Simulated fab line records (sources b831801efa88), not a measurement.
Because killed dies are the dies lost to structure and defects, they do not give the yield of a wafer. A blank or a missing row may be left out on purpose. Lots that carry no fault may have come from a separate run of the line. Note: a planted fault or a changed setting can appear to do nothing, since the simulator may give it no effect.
A struck lot beside a sound one -- flow gf180mcu -- 16 out of 602 route steps
Sound: these wafers, L499.2, L499.5, L499.6. Wafers L500.1, L500.3, L500.6 were the ones struck. The cause is named last.
At each step with rows: each side's tool, then ch and its chambers, then its first start. Under that, the readings that differ: sound wafers -- struck wafers -- difference of the means -- sigmas: that difference in standard deviations of wafers without a fault.
alike: same words and numbers on both sides, and readings whose means sit less than 2 such deviations apart. not compared: any withheld reading, any reading some wafer has no value for, any bound like >300 that may hide the same value, and any number with overlapping values for which the record gives no deviation.
The two part at a step that has a row with sigmas, a row that says differs or no value, or rows on one side only. Numbers that don't overlap but have no deviation are shown without sigmas and don't part them. A reading missing from all wafers of one side parts the sides only when that side holds two or more wafers.

first, 1 step without rows for these wafers: GF_HV_LDD_IMPLANT_09.
GF_HV_LDD_STRIP_10: strips in O2/N2.
  sound on plasma_asher-02 ch 0,1, day 14 03:19; struck on plasma_asher-04 ch 0,1, day 14 09:37
  alike: drypump_motor_current_A, heater_power_w, oes_product_au, strip_time_to_endpoint_s
  not compared: rf_hours_counter_h
GF_HV_LDD_TW_MEAS_11:
  sound: film_metro-01 at day 14 03:25; struck: film_metro-01 at day 14 09:43
  alike: HV_LDD_TW
then, 7 steps without rows for these wafers: GF_HV_LDD_DEHYDRATE_12 (time 60 s); GF_HV_LDD_HMDS_13 (prime time 60 s); GF_HV_LDD_COAT_14 (resist thk 1000 nm); GF_HV_LDD_SOFTBAKE_15 (time 60 s); GF_HV_LDD_EXPOSE_16 (exposes mask Pplus LV AREA, target cd 400 nm); GF_HV_LDD_PEB_17; GF_HV_LDD_DEVELOP_18 (develop time 60 s).
GF_HV_LDD_CD_MEAS_19 targets a cd of 400 nm.
  sound: cd_sem-02 at day 15 00:28; struck: cd_sem-02 at day 15 06:54
reading,sound,struck,difference,sigmas
cd_nm (nm),403.2 403.6 403.6,396.0 396.6 396.7,-7.0,-3
GF_HV_LDD_OVL_MEAS_20:
  sound: overlay-01 at day 15 00:35; struck: overlay-01 at day 15 07:01
  alike: HV_LDD_01_OVL
GF_HV_LDD_IMPLANT_21:
  sound on implanter-01 ch 0, day 15 00:38; struck on implanter-02, day 15 07:04
  no value came back on the struck wafers for beam_energy_keV, beam_on_s (s); on the sound wafers beam_energy_keV reads 25.512 25.505 25.504
GF_HV_LDD_STRIP_22: strips in O2/N2.
  sound on plasma_asher-04 ch 0,1, day 15 00:46; struck on plasma_asher-01 ch 0, day 15 07:13
  alike: drypump_motor_current_A, heater_power_w, oes_product_au, strip_time_to_endpoint_s
  not compared: rf_hours_counter_h
GF_HV_LDD_TW_MEAS_23:
  sound: film_metro-02 at day 15 00:52; struck: film_metro-03 at day 15 07:19
reading,sound,struck,difference,sigmas
HV_LDD_2_TW,1059 1055 1048,30 30 30,-1024,-99 or more
then, 1 step without rows for these wafers: GF_HV_LDD_DEHYDRATE_24 (time 60 s).

WHERE THEY PART
Earliest at GF_HV_LDD_CD_MEAS_19; latest, in this record, at GF_HV_LDD_TW_MEAS_23.

WHY: whatever the simulator had introduced
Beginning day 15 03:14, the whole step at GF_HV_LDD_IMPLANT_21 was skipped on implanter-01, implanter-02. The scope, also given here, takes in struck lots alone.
